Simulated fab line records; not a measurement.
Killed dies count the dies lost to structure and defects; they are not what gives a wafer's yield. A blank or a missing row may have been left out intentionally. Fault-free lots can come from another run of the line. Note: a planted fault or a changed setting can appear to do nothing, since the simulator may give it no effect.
The tool behind it: which one?    flow gf180mcu    14 lots with 41 wafers sampled at 4 steps, on a route of 602 steps

## WHAT THE GAUGES SHOWED, per wafer
GF_LVPWELL_OVL_MEAS_07. Usual: LVPWELL_OVL 0.1 nm, standard deviation 1.2.
lot   measured     on          LVPWELL_OVL (nm)   flag
L180  day 3 20:31  overlay-01  0.0 -0.7           
L181  day 4 03:04  overlay-01  -2.5 -0.2 -1.5     
L182  day 4 07:59  overlay-02  1.4 0.8 0.1        
L183  day 4 13:02  overlay-01  1.1 1.9 0.7        
L184  day 4 20:29  overlay-01  -0.2 -0.1 0.1      
L185  day 5 00:47  overlay-02  -1.1 -1.1 0.8      
L186  day 5 07:43  overlay-02  -2.4 -1.8 -0.8     
L187  day 5 12:16  overlay-01  1.4 1.6 0.0        
L188  day 5 16:58  overlay-02  2.0 1.2 2.6        
L192  day 6 17:49  overlay-02  2.0 -1.6 1.3       
L193  day 6 22:37  overlay-02  117.2 115.5 117.2  OFF
L194  day 7 03:14  overlay-02  0.9 -0.6 1.9       
L196  day 7 14:49  overlay-01  116.8 116.4 114.3  OFF
L201  day 8 18:38  overlay-01  0.4 0.6 0.4        

GF_CONTACT_CD_MEAS_14: target cd 220 nm. Usual: cd nm at 220.9 nm, with a standard deviation of 1.3.
lot   measured      on         cd nm (nm)         flag
L180  day 16 04:22  cd sem-01  220.9 219.2        
L181  day 16 13:04  cd sem-02  220.8 220.8 220.5  
L182  day 17 00:23  cd sem-01  220.5 220.4 220.1  
L183  day 17 05:10  cd sem-02  221.9 220.3 219.2  
L184  day 17 13:15  cd sem-01  222.2 221.9 222.4  
L185  day 17 21:55  cd sem-01  221.3 221.4 222.3  
L186  day 18 09:00  cd sem-02  220.7 219.0 220.5  
L187  day 19 01:31  cd sem-02  220.4 218.2 218.9  
L188  day 19 01:25  cd sem-02  223.9 222.4 221.9  
L192  day 20 15:54  cd sem-02  221.5 221.9 221.7  
L193  day 20 20:28  cd sem-02  220.5 221.5 221.0  
L194  day 21 07:25  cd sem-02  222.1 223.0 221.7  
L196  day 21 16:11  cd sem-01  221.2 221.2 220.4  
L201  day 23 10:40  cd sem-01  221.3 220.3 220.5  

GF_CONTACT_OVL_MEAS_15. Usual: CONTACT_OVL 0 nm, standard deviation 5.6.
lot   measured      on          CONTACT_OVL (nm)  flag
L180  day 16 04:29  overlay-02  6 7               
L181  day 16 13:11  overlay-01  -4 -11 -2         
L182  day 17 00:29  overlay-01  -6 3 -6           
L183  day 17 05:17  overlay-01  2 -8 -2           
L184  day 17 13:22  overlay-01  3 12 9            
L185  day 17 22:02  overlay-01  -5 -8 3           
L186  day 18 09:07  overlay-01  0 -9 -7           
L187  day 19 01:38  overlay-01  -5 2 -3           
L188  day 19 01:32  overlay-02  3 1 -2            
L192  day 20 16:01  overlay-02  3 0 -7            
L193  day 20 20:35  overlay-01  -5 0 -5           
L194  day 21 07:32  overlay-01  0 1 -1            
L196  day 21 16:18  overlay-01  -3 -9 -13         
L201  day 23 10:45  overlay-02  11 9 3            

## WHAT TOOL EACH LOT RAN ON (gives the tool, then ch and the chambers of the sampled wafers, and finally the start)
lot   GF_LVPWELL_EXPOSE_04
L180  iline stepper-01 ch 0, day 3 14:07
L181  iline stepper-01 ch 0, day 3 20:18
L182  iline stepper-01 ch 0, day 4 01:42
L183  iline stepper-02 ch 0, day 4 06:10
L184  iline stepper-02 ch 0, day 4 14:02
L185  iline stepper-02 ch 0, day 4 18:25
L186  iline stepper-02 ch 0, day 5 00:40
L187  iline stepper-01 ch 0, day 5 05:42
L188  iline stepper-02 ch 0, day 5 09:46
L192  iline stepper-01 ch 0, day 6 10:04
L193  iline stepper-01 ch 0, day 6 15:20
L194  iline stepper-02 ch 0, day 6 20:06
L196  iline stepper-01 ch 0, day 7 07:30
L201  iline stepper-02 ch 0, day 8 10:08
- GF_LVPWELL_EXPOSE_04: exposes mask LVPWELL, target cd 600 nm.

## AS READ BY THE TOOLS THEMSELVES (means over the sampled wafers that have a number; for cases with no such wafer, the mark the record gives instead)
The record holds no such reading with a usual standard deviation.

## THE ANSWER, worked out from the rows above alone
Rule: take the mean of a lot's wafers that have a number; if it is more than 3 standard deviations from the usual mean, the lot is off. A lot without any number at a reading at which 4 lots or more have one is off too. Any other lot the step has rows for is counted as sound. Order of review: gauges by route order, followed by the tools' own readings, for which a lot's mean as printed above is used. The first step at which some lot is off is used, and at that step the reading that is off furthest; a lot without a number counts as furthest.
Off: L193, L196, at GF_LVPWELL_OVL_MEAS_07 (LVPWELL_OVL).
A tool fits if, at a process step before that reading, it ran every lot that is off, and no sound lot after the first of them. The gauges at GF_LVPWELL_OVL_MEAS_07 are tried like those tools. One candidate fits, namely iline stepper-01 at GF_LVPWELL_EXPOSE_04. Its last sound lot is L192 (day 6 10:04), its first lot that is off L193 (day 6 15:20): a fault that began between those two fits.

## WHAT THE SIMULATOR HAD INSERTED
Scanner matching overlay: iline stepper-01, from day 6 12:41 on, at GF_LVPWELL_EXPOSE_04. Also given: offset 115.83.
Shown lots that were struck: L193, L196. The rule above reached the same finding.
